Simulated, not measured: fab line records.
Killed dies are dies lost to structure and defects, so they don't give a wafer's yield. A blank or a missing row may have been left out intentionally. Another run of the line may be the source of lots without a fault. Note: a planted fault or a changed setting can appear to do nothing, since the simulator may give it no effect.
fab line records | flow sky130
record: lots: 6 | wafers: 18 | lastDay: 50
route steps=708 shown VT_ADJUST_HVTP@91 VT_ADJUST_LVTN@97 PAD_OPEN@708
lots untouched by any fault: they come from a run of this same line in which no faults occurred
startH: hours from the record's opening day to when the first of the lot's shown wafers began | waitH: hours elapsed since this lot's preceding step | " same as the row above | L1.1+2: several wafers, shown together as one row | - no value present, or no start provided | * or withheld: withheld | < > ~ a bound
route shown NAME@n: a module of which the file shows steps, and the number in the route of the first | usual: the fault-free wafers' mean and standard deviation | same: alike in all rows | chamber/n: place in a boat | sites: per-site readings | _std_site: the values' standard deviation | _edge_site: the outer-site mean with the inner-site mean subtracted | radiusMm: for every site, how far away it sits from the centre of the wafer | mask NAME#n: copy n | behind: the last tool/chamber to shape the wafer | hold: reason for holding the lot/hours on hold/outcome of the hold | device: whichever transistor did not switch (one of n, p or np) | end of line: at the end of the route, the tests of the same wafers | a step with no rows: only its recipe | killed: not the wafer's yield, but the dies lost to structure and defects at the first sort | map: dies across one wafer; x = killed, . = not, _ = none there
set.NAME: the setting as run; set.NAME@STEP: as run at that earlier step | model.NAME: the simulator's own value behind a step, which no gauge read
lots at selected steps of the route; one table per step, one row per wafer
services: from which hour (startH, from the record's first day; less than 0 if before it) a tool's chamber was out of use, for how many hours, and why
== steps ==
step: SKY_VT_ADJUST_HVTP_DEVELOP_06
recipe: resist: NOVOLAK | developer: TMAH | developTimeS: 60 | devTempC: 23
step: SKY_VT_ADJUST_HVTP_CD_MEAS_07
recipe: targetCdNm: 380
usual: cdNm: 380.4/2.3
lot.wafer | tool     | chamber | startH | waitH | cdNm
L712.1    | cdSem-01 | -       | 169.47 | 0.1   | 384.8
L712.2    | "        | -       | "      | "     | 382.6
L712.5    | "        | -       | "      | "     | 383.3
L713.3    | cdSem-02 | -       | 169.98 | 0.1   | 379.3
L713.5    | "        | -       | "      | "     | 380.0
L713.6    | "        | -       | "      | "     | 380.4
L716.1    | cdSem-02 | -       | 192.48 | 0.1   | 379.6
L716.3    | "        | -       | "      | "     | 378.7
L716.6    | "        | -       | "      | "     | 378.3
L722.1    | cdSem-01 | -       | 236.17 | 0.1   | 376.4
L722.2    | "        | -       | "      | "     | 374.6
L722.4    | "        | -       | "      | "     | 376.2
L724.3    | cdSem-02 | -       | 243.96 | 0.1   | 380.5
L724.5    | "        | -       | "      | "     | 380.6
L724.6    | "        | -       | "      | "     | 382.8
L726.2    | cdSem-01 | -       | 254.84 | 0.1   | 378.8
L726.3    | "        | -       | "      | "     | 379.5
L726.4    | "        | -       | "      | "     | 380.4
step: SKY_VT_ADJUST_HVTP_OVL_MEAS_08
usual: VT_ADJUST_HVTP_OVL: -0.3/1.6
lot.wafer | tool       | chamber | startH | waitH | VT_ADJUST_HVTP_OVL[nm]
L712.1    | overlay-01 | -       | 169.59 | 0.1   | -2.3
L712.2    | "          | -       | "      | "     | -2.5
L712.5    | "          | -       | "      | "     | -3.0
L713.3    | overlay-02 | -       | 170.07 | 0.1   | 0.8
L713.5    | "          | -       | "      | "     | 3.0
L713.6    | "          | -       | "      | "     | 1.9
L716.1    | overlay-01 | -       | 192.60 | 0.1   | 0.5
L716.3    | "          | -       | "      | "     | -0.6
L716.6    | "          | -       | "      | "     | -0.6
L722.1    | overlay-02 | -       | 236.29 | 0.1   | 0.5
L722.2    | "          | -       | "      | "     | -1.9
L722.4    | "          | -       | "      | "     | -1.7
L724.3    | overlay-02 | -       | 244.05 | 0.1   | -2.0
L724.5    | "          | -       | "      | "     | -1.1
L724.6    | "          | -       | "      | "     | -2.9
L726.2    | overlay-02 | -       | 254.94 | 0.1   | 0.3
L726.3    | "          | -       | "      | "     | 0.0
L726.4    | "          | -       | "      | "     | -0.5
step: SKY_VT_ADJUST_HVTP_IMPLANT_09
recipe: species: As | energyKev: 150 | doseCm2: 4.3e+12 | tiltDeg: withheld
step: SKY_VT_ADJUST_HVTP_STRIP_10
recipe: chemistry: O2/N2 | powerW: 1400 | pressureMtorr: 1500 | platenTempC: withheld | o2FlowSccm: 3000 | n2FlowSccm: 300 | overashFraction: 0.5
usual: drypumpMotorCurrentA: 5.7/0.52 | oesProductAu: 0.716/0.0043 | stripTimeToEndpointS: 14.18/0.039
lot.wafer | tool           | chamber | startH | waitH | drypumpMotorCurrentA | oesProductAu | rfHoursCounterH | stripTimeToEndpointS
L712.1    | plasmaAsher-01 | 0       | 169.77 | 0.1   | 6.3                  | 0.714        | 48              | 14.22
L712.2    | "              | 1       | "      | "     | 6.1                  | 0.715        | 48              | 14.18
L712.5    | "              | 0       | "      | "     | 6.3                  | 0.712        | -               | 14.15
L713.3    | plasmaAsher-01 | 0       | 170.27 | 0.1   | 6.3                  | 0.711        | -               | 14.15
L713.5    | "              | 0       | "      | "     | 6.3                  | 0.719        | -               | 14.16
L713.6    | "              | 1       | "      | "     | 6.1                  | 0.722        | -               | 14.15
L716.1    | plasmaAsher-02 | 0       | 192.79 | 0.1   | 5.5                  | 0.714        | 38              | 14.20
L716.3    | "              | 0       | "      | "     | 5.5                  | 0.711        | -               | 14.22
L716.6    | "              | 0       | "      | "     | 5.5                  | 0.715        | -               | 14.22
L722.1    | plasmaAsher-04 | 0       | 236.47 | 0.1   | 5.4                  | 0.713        | 53              | 14.17
L722.2    | "              | 1       | "      | "     | 5.8                  | 0.715        | 53              | 14.15
L722.4    | "              | 1       | "      | "     | 5.8                  | 0.716        | -               | 14.14
L724.3    | plasmaAsher-04 | 0       | 244.26 | 0.1   | 5.4                  | 0.720        | -               | 14.26
L724.5    | "              | 0       | "      | "     | 5.4                  | 0.712        | -               | 14.24
L724.6    | "              | 1       | "      | "     | 5.8                  | 0.715        | -               | 14.22
L726.2    | plasmaAsher-02 | 0       | 255.12 | 0.1   | 5.5                  | 0.710        | 44              | 14.21
L726.3    | "              | 1       | "      | "     | 4.8                  | 0.717        | -               | 14.19
L726.4    | "              | 0       | "      | "     | 5.5                  | 0.716        | -               | 14.20
step: SKY_VT_ADJUST_HVTP_TW_MEAS_11
usual: VT_ADJUST_HVTP_TW: 1358/14
lot.wafer | tool         | chamber | startH | waitH | VT_ADJUST_HVTP_TW
L712.1    | filmMetro-03 | -       | 169.87 | 0.1   | 1361
L712.2    | "            | -       | "      | "     | 1362
L712.5    | "            | -       | "      | "     | 1368
L713.3    | filmMetro-04 | -       | 170.36 | 0.1   | 1351
L713.5    | "            | -       | "      | "     | 1350
L713.6    | "            | -       | "      | "     | 1355
L716.1    | filmMetro-02 | -       | 192.89 | 0.1   | 1349
L716.3    | "            | -       | "      | "     | 1341
L716.6    | "            | -       | "      | "     | 1343
L722.1    | filmMetro-03 | -       | 236.57 | 0.1   | 1371
L722.2    | "            | -       | "      | "     | 1365
L722.4    | "            | -       | "      | "     | 1374
L724.3    | filmMetro-02 | -       | 244.34 | 0.1   | 1329
L724.5    | "            | -       | "      | "     | 1332
L724.6    | "            | -       | "      | "     | 1327
L726.2    | filmMetro-04 | -       | 255.23 | 0.1   | 1353
L726.3    | "            | -       | "      | "     | 1356
L726.4    | "            | -       | "      | "     | 1346
step: SKY_VT_ADJUST_LVTN_DEHYDRATE_00
recipe: tempC: 200 | timeS: 60
step: SKY_VT_ADJUST_LVTN_HMDS_01
recipe: primeTimeS: 60 | primeTempC: 120
step: SKY_VT_ADJUST_LVTN_COAT_02
recipe: spinRpm: 2000 | resistThkNm: 3000
step: SKY_VT_ADJUST_LVTN_SOFTBAKE_03
recipe: tempC: 110 | timeS: withheld
step: SKY_VT_ADJUST_LVTN_EXPOSE_04
recipe: maskId: NWM_COMPLEMENT_LESS_NATIVE | na: 0.6 | sourceShape: conventional | sigmaOuter: 0.6 | polarization: unpolarized | targetCdNm: 840 | doseMj: 195.7
step: SKY_VT_ADJUST_LVTN_PEB_05
recipe: tempC: 115 | timeS: withheld
step: SKY_VT_ADJUST_LVTN_DEVELOP_06
recipe: wallAngleDeg: 90 | developer: TMAH | developTimeS: 60 | devTempC: 23
usual: chillPlateTempC: 23.00/0.13 | resistLineTempC: 23.01/0.12
lot.wafer | tool          | chamber | startH | waitH | chillPlateTempC | resistLineTempC
L712.1    | lithoTrack-01 | 0       | 191    | -     | 23.00           | 22.98
L712.2    | "             | 0       | "      | "     | 22.88           | 23.04
L712.5    | "             | 0       | "      | "     | 22.80           | 22.93
L713.3    | lithoTrack-04 | 0       | 191    | -     | 23.24           | 23.11
L713.5    | "             | 0       | "      | "     | 23.09           | 23.22
L713.6    | "             | 0       | "      | "     | 23.19           | 23.04
L716.1    | lithoTrack-04 | 0       | 214    | -     | 23.11           | 23.04
L716.3    | "             | 0       | "      | "     | 22.87           | 22.89
L716.6    | "             | 0       | "      | "     | 23.09           | 22.78
L722.1    | lithoTrack-01 | 0       | 259    | -     | 23.11           | 23.30
L722.2    | "             | 0       | "      | "     | 23.27           | 23.02
L722.4    | "             | 0       | "      | "     | 23.28           | 23.17
L724.3    | lithoTrack-01 | 0       | 267    | -     | 22.94           | 23.06
L724.5    | "             | 0       | "      | "     | 23.06           | 23.08
L724.6    | "             | 0       | "      | "     | 23.08           | 23.11
L726.2    | lithoTrack-03 | 0       | 279    | -     | 23.27           | 22.89
L726.3    | "             | 0       | "      | "     | 23.13           | 22.72
L726.4    | "             | 0       | "      | "     | 23.13           | 22.73
step: SKY_VT_ADJUST_LVTN_OVL_MEAS_07
usual: VT_ADJUST_LVTN_OVL: -0.1/1.3
lot.wafer | tool       | chamber | startH | waitH | VT_ADJUST_LVTN_OVL[nm]
L712.1    | overlay-01 | -       | 191.38 | -     | 1.3
L712.2    | "          | -       | "      | "     | 0.3
L712.5    | "          | -       | "      | "     | 1.3
L713.3    | overlay-02 | -       | 191.85 | -     | 1.1
L713.5    | "          | -       | "      | "     | -1.3
L713.6    | "          | -       | "      | "     | 0.5
L716.1    | overlay-02 | -       | 214.84 | -     | -0.4
L716.3    | "          | -       | "      | "     | -0.4
L716.6    | "          | -       | "      | "     | 0.7
L722.1    | overlay-01 | -       | 259.78 | -     | -
L722.2    | "          | -       | "      | "     | -
L722.4    | "          | -       | "      | "     | -
L724.3    | overlay-01 | -       | 267.64 | -     | -
L724.5    | "          | -       | "      | "     | -
L724.6    | "          | -       | "      | "     | -
L726.2    | overlay-01 | -       | 279.69 | -     | 2.7
L726.3    | "          | -       | "      | "     | 2.3
L726.4    | "          | -       | "      | "     | 1.2
step: SKY_VT_ADJUST_LVTN_IMPLANT_08
recipe: species: B | energyKev: 30 | doseCm2: 1.57e+12 | tiltDeg: withheld
step: SKY_VT_ADJUST_LVTN_STRIP_09
recipe: chemistry: O2/N2 | powerW: 1400 | pressureMtorr: 1500 | platenTempC: withheld | o2FlowSccm: 3000 | n2FlowSccm: 300 | overashFraction: 0.5
usual: drypumpMotorCurrentA: 5.7/0.57 | oesProductAu: 0.722/0.0043 | stripTimeToEndpointS: 36.86/0.1
lot.wafer | tool           | chamber | startH | waitH | drypumpMotorCurrentA | oesProductAu | rfHoursCounterH | stripTimeToEndpointS
L712.1    | plasmaAsher-02 | 0       | 191.56 | 0.1   | 5.4                  | 0.726        | 38              | 36.73
L712.2    | "              | 1       | "      | "     | 4.8                  | 0.721        | 38              | 36.88
L712.5    | "              | 0       | "      | "     | 5.4                  | 0.722        | -               | 37.01
L713.3    | plasmaAsher-02 | 0       | 192.05 | 0.1   | 5.5                  | 0.719        | -               | 36.98
L713.5    | "              | 1       | "      | "     | 4.8                  | 0.717        | -               | 36.88
L713.6    | "              | 0       | "      | "     | 5.5                  | 0.716        | -               | 37.00
L716.1    | plasmaAsher-01 | 1       | 215.02 | 0.1   | 6.1                  | 0.726        | 52              | 36.83
L716.3    | "              | 0       | "      | "     | 6.3                  | 0.728        | -               | 36.89
L716.6    | "              | 1       | "      | "     | 6.1                  | 0.728        | -               | 36.91
L722.1    | plasmaAsher-01 | 1       | 259.96 | 0.1   | 6.1                  | 0.717        | 57              | 36.67
L722.2    | "              | 0       | "      | "     | 6.3                  | 0.724        | 57              | 36.81
L722.4    | "              | 1       | "      | "     | 6.1                  | 0.718        | -               | 36.67
L724.3    | plasmaAsher-02 | 1       | 267.85 | 0.1   | 4.7                  | 0.726        | -               | 36.99
L724.5    | "              | 0       | "      | "     | 5.5                  | 0.720        | -               | 36.96
L724.6    | "              | 1       | "      | "     | 4.7                  | 0.725        | -               | 36.96
L726.2    | plasmaAsher-01 | 1       | 279.87 | 0.1   | 6.1                  | 0.717        | 59              | 36.86
L726.3    | "              | 1       | "      | "     | 6.1                  | 0.722        | -               | 36.81
L726.4    | "              | 0       | "      | "     | 6.3                  | 0.721        | -               | 36.78
step: SKY_VT_ADJUST_LVTN_TW_MEAS_10
usual: VT_ADJUST_LVTN_TW: 240.1/2.4
lot.wafer | tool         | chamber | startH | waitH | VT_ADJUST_LVTN_TW
L712.1    | filmMetro-04 | -       | 191.66 | 0.1   | 241.2
L712.2    | "            | -       | "      | "     | 241.4
L712.5    | "            | -       | "      | "     | 239.8
L713.3    | filmMetro-04 | -       | 192.14 | 0.1   | 242.5
L713.5    | "            | -       | "      | "     | 241.8
L713.6    | "            | -       | "      | "     | 241.3
L716.1    | filmMetro-02 | -       | 215.12 | 0.1   | 239.9
L716.3    | "            | -       | "      | "     | 239.4
L716.6    | "            | -       | "      | "     | 239.8
L722.1    | filmMetro-02 | -       | 260.06 | 0.1   | 29.5
L722.2    | "            | -       | "      | "     | 29.5
L722.4    | "            | -       | "      | "     | 29.5
L724.3    | filmMetro-04 | -       | 267.93 | 0.1   | 30.2
L724.5    | "            | -       | "      | "     | 30.2
L724.6    | "            | -       | "      | "     | 30.2
L726.2    | filmMetro-01 | -       | 279.98 | 0.1   | 237.2
L726.3    | "            | -       | "      | "     | 238.5
L726.4    | "            | -       | "      | "     | 238.8
step: SKY_VT_ADJUST_LVTN_DEHYDRATE_11
recipe: tempC: 200 | timeS: 60
step: SKY_PAD_OPEN_PROBE_99
usual: killed_at_M0_to_M3: 42/7.2 | killed_at_M4_up: 3.2/1.8 | killedAtContacts: 24/5.4 | killedAtFrontEnd: 15/4 | killedAtOther: 0.3/0.59 | killedDies: 84/9 | killedOnRim: 17/3.3 | killedOpen: 46/7.1 | killedShort: 38/6
same: grossDies: 492 | killedAtBackSide: 0
lot.wafer | tool      | chamber | startH  | waitH | killed_at_M0_to_M3 | killed_at_M4_up | killedAtContacts | killedAtFrontEnd | killedAtOther | killedDies | killedOnRim | killedOpen | killedShort
L712.1    | prober-02 | -       | 1127.06 | 0.1   | 41                 | 6               | 15               | 13               | 0             | 75         | 15          | 40         | 35
L712.2    | prober-02 | -       | 1127.11 | 0.1   | 31                 | 7               | 19               | 17               | 0             | 74         | 22          | 34         | 40
L712.5    | prober-02 | -       | 1127.26 | 0.2   | 39                 | 2               | 24               | 16               | 1             | 82         | 19          | 46         | 36
L713.3    | prober-01 | -       | 1128.66 | 0.2   | 41                 | 4               | 24               | 19               | 0             | 88         | 21          | 44         | 44
L713.5    | prober-01 | -       | 1128.76 | 0.2   | 44                 | 2               | 32               | 26               | 0             | 104        | 17          | 52         | 50
L713.6    | prober-01 | -       | 1128.81 | 0.2   | 39                 | 6               | 25               | 12               | 0             | 82         | 15          | 39         | 43
L716.1    | prober-02 | -       | 1154.62 | 0.1   | 33                 | 1               | 24               | 17               | 1             | 76         | 19          | 48         | 27
L716.3    | prober-02 | -       | 1154.72 | 0.2   | 39                 | 2               | 22               | 16               | 0             | 79         | 16          | 41         | 36
L716.6    | prober-02 | -       | 1154.87 | 0.2   | 40                 | 1               | 27               | 24               | 0             | 92         | 15          | 52         | 39
L722.1    | prober-02 | -       | 1176.08 | 0.1   | 44                 | 3               | 20               | 424              | 1             | 492        | 96          | 38         | 40
L722.2    | prober-02 | -       | 1176.13 | 0.1   | 53                 | 2               | 23               | 414              | 0             | 492        | 96          | 54         | 40
L722.4    | prober-02 | -       | 1176.23 | 0.2   | 38                 | 1               | 28               | 424              | 1             | 492        | 96          | 43         | 34
L724.3    | prober-02 | -       | 1182.91 | 0.2   | 45                 | 2               | 29               | 414              | 2             | 492        | 96          | 61         | 30
L724.5    | prober-02 | -       | 1183.01 | 0.2   | 38                 | 5               | 26               | 423              | 0             | 492        | 96          | 39         | 39
L724.6    | prober-02 | -       | 1183.06 | 0.2   | 34                 | 6               | 19               | 433              | 0             | 492        | 96          | 41         | 36
killed by level:class
L712.1 VIA3:geometricParticle:open=9 LI_CONTACT:geometricParticle:open=7 METAL2:geometricParticle:short=7 VIA2:geometricParticle:open=6 METAL4:geometricParticle:short=6 VIA1:geometricParticle:short=5 VIA1:geometricParticle:open=5 FIELD_ISO:geometricParticle:open=4
L712.2 FIELD_ISO:geometricParticle:short=6 VIA1:geometricParticle:open=6 CONTACT:geometricParticle:open=6 METAL4:geometricParticle:short=6 FIELD_ISO:geometricParticle:open=5 LI_CONTACT:geometricParticle:open=5 CONTACT:geometricParticle:short=5 VIA1:geometricParticle:short=5
L712.5 VIA1:geometricParticle:open=10 CONTACT:geometricParticle:open=7 LI_CONTACT:geometricParticle:open=6 FIELD_ISO:geometricParticle:open=5 METAL2:geometricParticle:short=5 POLY_GATE:geometricParticle:open=5 VIA2:geometricParticle:open=5 VIA3:geometricParticle:open=5
L713.3 VIA1:geometricParticle:open=13 CONTACT:geometricParticle:short=9 VIA2:geometricParticle:short=7 FIELD_ISO:geometricParticle:open=6 CONTACT:geometricParticle:open=6 VIA3:geometricParticle:open=5 POLY_GATE:geometricParticle:open=4 VIA1:geometricParticle:short=4
L713.5 VIA1:geometricParticle:open=13 FIELD_ISO:geometricParticle:short=8 CONTACT:geometricParticle:open=8 FIELD_ISO:geometricParticle:open=7 CONTACT:geometricParticle:short=7 VIA1:geometricParticle:short=7 VIA3:geometricParticle:open=7 LI_CONTACT:geometricParticle:open=6
L713.6 CONTACT:geometricParticle:open=8 VIA1:geometricParticle:open=7 LI_CONTACT:geometricParticle:open=6 VIA1:geometricParticle:short=6 METAL4:geometricParticle:short=6 VIA3:geometricParticle:short=6 VIA2:geometricParticle:open=5 LI_CONTACT:geometricParticle:short=4
L716.1 LI_CONTACT:geometricParticle:open=9 CONTACT:geometricParticle:open=8 VIA3:geometricParticle:open=7 VIA2:geometricParticle:open=6 POLY_GATE:geometricParticle:open=5 FIELD_ISO:geometricParticle:open=4 VIA1:geometricParticle:open=4 METAL2:geometricParticle:short=4
L716.3 VIA1:geometricParticle:open=13 LOCAL_INTERCONNECT:geometricParticle:short=9 VIA1:geometricParticle:short=5 LI_CONTACT:geometricParticle:open=4 CONTACT:geometricParticle:open=4 VIA2:geometricParticle:open=4 POLY_GATE:geometricParticle:open=3 POLY_GATE:geometricParticle:short=3
L716.6 VIA1:geometricParticle:open=12 LI_CONTACT:geometricParticle:open=9 CONTACT:geometricParticle:open=7 FIELD_ISO:geometricParticle:open=6 POLY_GATE:geometricParticle:short=6 VIA3:geometricParticle:open=6 METAL1:geometricParticle:short=5 POLY_GATE:geometricParticle:open=4
L722.1 VT_ADJUST_LVTN:areaDevelop=414 VIA1:geometricParticle:open=10 VIA3:geometricParticle:open=9 LI_CONTACT:geometricParticle:short=6 METAL1:geometricParticle:short=6 CONTACT:geometricParticle:short=4 CONTACT:geometricParticle:open=4 VIA2:geometricParticle:open=4
L722.2 VT_ADJUST_LVTN:areaDevelop=398 VIA1:geometricParticle:open=14 LI_CONTACT:geometricParticle:open=9 CONTACT:geometricParticle:open=8 METAL1:geometricParticle:short=6 VIA2:geometricParticle:short=6 VIA2:geometricParticle:open=5 VIA3:geometricParticle:open=5
L722.4 VT_ADJUST_LVTN:areaDevelop=415 VIA1:geometricParticle:open=10 LI_CONTACT:geometricParticle:open=8 CONTACT:geometricParticle:open=7 VIA3:geometricParticle:open=5 METAL2:geometricParticle:short=5 LOCAL_INTERCONNECT:geometricParticle:short=4 METAL3:geometricParticle:short=4
L724.3 VT_ADJUST_LVTN:areaDevelop=400 VIA3:geometricParticle:open=12 VIA1:geometricParticle:open=11 LI_CONTACT:geometricParticle:open=10 CONTACT:geometricParticle:open=9 VIA2:geometricParticle:open=6 LOCAL_INTERCONNECT:geometricParticle:short=5 VIA1:geometricParticle:short=5
L724.5 VT_ADJUST_LVTN:areaDevelop=414 CONTACT:geometricParticle:open=12 VIA1:geometricParticle:open=7 VIA1:geometricParticle:short=5 VIA2:geometricParticle:open=5 FIELD_ISO:geometricParticle:short=4 LI_CONTACT:geometricParticle:open=4 LOCAL_INTERCONNECT:geometricParticle:short=4
L724.6 VT_ADJUST_LVTN:areaDevelop=415 VIA1:geometricParticle:open=8 CONTACT:geometricParticle:open=7 VIA3:geometricParticle:open=7 METAL1:geometricParticle:short=5 FIELD_ISO:geometricParticle:open=4 FIELD_ISO:geometricParticle:short=4 POLY_GATE:geometricParticle:short=4
map L722.1 (x killed, . not)
__________xxxxxxxxxx_________
________xxxxxxxxxxxxxx_______
______xxxxxxxxxxxxxxxxxx_____
_____xxxxxxxxxxxxxxxxxxxx____
____xxxxxxxxxxxxxxxxxxxxxx___
___xxxxxxxxxxxxxxxxxxxxxxxx__
__xxxxxxxxxxxxxxxxxxxxxxxxxx_
_xxxxxxxxxxxxxxxxxxxxxxxxxxxx
_xxxxxxxxxxxxxxxxxxxxxxxxxxxx
_xxxxxxxxxxxxxxxxxxxxxxxxxxxx
_xxxxxxxxxxxxxxxxxxxxxxxxxxxx
_xxxxxxxxxxxxxxxxxxxxxxxxxxxx
_xxxxxxxxxxxxxxxxxxxxxxxxxxxx
_xxxxxxxxxxxxxxxxxxxxxxxxxxxx
_xxxxxxxxxxxxxxxxxxxxxxxxxxxx
__xxxxxxxxxxxxxxxxxxxxxxxxxx_
___xxxxxxxxxxxxxxxxxxxxxxxx__
____xxxxxxxxxxxxxxxxxxxxxx___
_____xxxxxxxxxxxxxxxxxxxx____
______xxxxxxxxxxxxxxxxxx_____
________xxxxxxxxxxxxxx_______
__________xxxxxxxxxx_________
map L724.3 (x killed, . not)
__________xxxxxxxxxx_________
________xxxxxxxxxxxxxx_______
______xxxxxxxxxxxxxxxxxx_____
_____xxxxxxxxxxxxxxxxxxxx____
____xxxxxxxxxxxxxxxxxxxxxx___
___xxxxxxxxxxxxxxxxxxxxxxxx__
__xxxxxxxxxxxxxxxxxxxxxxxxxx_
_xxxxxxxxxxxxxxxxxxxxxxxxxxxx
_xxxxxxxxxxxxxxxxxxxxxxxxxxxx
_xxxxxxxxxxxxxxxxxxxxxxxxxxxx
_xxxxxxxxxxxxxxxxxxxxxxxxxxxx
_xxxxxxxxxxxxxxxxxxxxxxxxxxxx
_xxxxxxxxxxxxxxxxxxxxxxxxxxxx
_xxxxxxxxxxxxxxxxxxxxxxxxxxxx
_xxxxxxxxxxxxxxxxxxxxxxxxxxxx
__xxxxxxxxxxxxxxxxxxxxxxxxxx_
___xxxxxxxxxxxxxxxxxxxxxxxx__
____xxxxxxxxxxxxxxxxxxxxxx___
_____xxxxxxxxxxxxxxxxxxxx____
______xxxxxxxxxxxxxxxxxx_____
________xxxxxxxxxxxxxx_______
__________xxxxxxxxxx_________
== services ==
tool           | chamber | startH | hours | kind
plasmaAsher-01 | -       | 156.59 | 2.8   | pm
plasmaAsher-04 | -       | 241.42 | 2.8   | pm
plasmaAsher-02 | -       | 250.92 | 2.8   | pm
plasmaAsher-04 | -       | 273.90 | 4.3   | repair
== key ==
firstSign: step: SKY_VT_ADJUST_LVTN_OVL_MEAS_07 | reading: VT_ADJUST_LVTN_OVL | direction: missing
effect: step: SKY_VT_ADJUST_LVTN_TW_MEAS_10 | reading: VT_ADJUST_LVTN_TW | direction: down | sigmas: 87 | usual: 240.1 | struck: 29.8
effect: step: SKY_PAD_OPEN_PROBE_99 | reading: killedAtFrontEnd | direction: up | sigmas: 99+ | usual: 15 | struck: 422
moreKillsBornAt: SKY_VT_ADJUST_LVTN_DEVELOP_06@lithoTrack-01: 2456
metAt SKY_VT_ADJUST_LVTN_DEVELOP_06
struckWafers L722.1,L722.2,L722.4,L724.3,L724.5,L724.6
testerLeftOut L722,L724
onsetBetween 191 259
alsoFits SKY_VT_ADJUST_HVTP_STRIP_10:plasmaAsher-04
fault: kind: processParameterDrift | tool: lithoTrack-01 | chamber: - | onsetH: 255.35 | steps: SKY_VT_ADJUST_LVTN_DEVELOP_06 | channel: developTimeS | offset: * | shape: step | endH: 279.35 | actsIn: * | stated: *
testerLeftOut: of these lots the tester's yield and bins aren't shown, on N5 and GAA mostly nor the transistor test; their killed dies are dies lost to structure and defects alone, not to doping, threshold or leakage, so they don't give the yield
